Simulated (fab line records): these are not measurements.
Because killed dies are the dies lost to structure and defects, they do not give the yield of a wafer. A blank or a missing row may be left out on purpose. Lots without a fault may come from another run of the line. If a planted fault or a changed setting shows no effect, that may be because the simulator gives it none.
Code-filled problem report in 8D (eight disciplines) form + flow gf180mcu + the parts of the form that need people (team, actions taken, sign-off) are left out

1. PROBLEM STATEMENT
Mean of cd nm at GF_TOP_METAL_CD_MEAS_14: 457.2 nm across 12 wafers in 4 lots; on wafers with no fault it is 440.8 nm (standard deviation 2). Relative to the usual mean, that is a shift of +8.2 standard deviations.
The step: target cd 440 nm.
Earliest sighting: wafer L868.1 on cd sem-02 at day 29 10:35. The record has a number at this step for 39 wafers belonging to 13 lots. Rule for "out", or "out of limits": more than 4 standard deviations from the usual mean. The other wafers with a number count as sound.

2. WHAT IT IS; WHAT IT IS NOT
| question                    | is                     | is not                                                                                       |
|-----------------------------|------------------------|----------------------------------------------------------------------------------------------|
| which readings at this step | cd nm                  | -                                                                                            |
| which lots                  | L868, L869, L870, L874 | L864, L865, L866, L867, L873, L876, L879, L880, L886                                         |
| which wafers of those lots  | all that have a number | -                                                                                            |
| read on which gauges        | cd sem-01, cd sem-02   | -                                                                                            |
| when                        | from day 29 10:35      | up to then (12 sound wafers); but 15 sound wafers of L873, L876, L879, L880, L886 came after |

3. SUSPECTS, AND WHAT RULES EACH OUT
Counting: any tool at a process step up to the reading is kept as a suspect provided that every lot that is out went through it and no sound lot did after the first of them.
- the gauge at GF_TOP_METAL_CD_MEAS_14 has been ruled out. Those wafers that are out were read across 2 gauges (cd sem-01, cd sem-02).
- iline stepper-01 at GF_TOP_METAL_EXPOSE_11 (exposes mask MetalTop, target cd 440 nm): kept. It ran every lot that is out, first L868 (day 29 01:35), and no sound lot after that; its last sound lot up to then is L867 (day 28 11:06). Its own readings are out on those wafers: exposure dose mJ cm2.
After counting, what remains is iline stepper-01 at GF_TOP_METAL_EXPOSE_11.

4. THE CAUSE (what the simulator had put in)
Process parameters drifting: iline stepper-01 at GF_TOP_METAL_EXPOSE_11, beginning at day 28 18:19. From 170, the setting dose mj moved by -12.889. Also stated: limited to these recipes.
This tool alone remained once counting was done.

5. THE EFFECT CHAIN, in route order
Rows list readings where the struck wafers' mean (over those with a number) sits beyond 3 standard deviations from the usual. Scope: only readings with a usual standard deviation given in the record; hours: median across lots of the time from each lot's start at the first step in this table that gives one to its start at this step; sigmas: change in usual standard deviations.
| hours | step                    | reading              | usual    | on struck wafers | change | sigmas |
|-------|-------------------------|----------------------|----------|------------------|--------|--------|
| 0     | GF_TOP_METAL_EXPOSE_11  | exposure dose mJ cm2 | 169.90   | 159.83           | -10.07 | -59    |
| 9     | GF_TOP_METAL_CD_MEAS_14 | cd nm                | 440.8 nm | 457.2            | +16.4  | +8.2   |
Process steps it contains:
- GF_TOP_METAL_EXPOSE_11: exposes mask MetalTop, target cd 440 nm.

6. WHAT WOULD HAVE CAUGHT IT SOONER
In this record the first reading out of limits at a measuring or inspecting step was taken at day 29 10:35, 16 hours after the fault began at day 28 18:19.
The tool's own readings at GF_TOP_METAL_EXPOSE_11 were out on every struck wafer that the step has a row for (exposure dose mJ cm2): an alarm limit on them would have fired on the first of those.
L869, L870, L874, from the lots that are out (4), started GF_TOP_METAL_EXPOSE_11 on iline stepper-01 later than day 29 10:35. A hold on the tool at that time would have spared those 3.
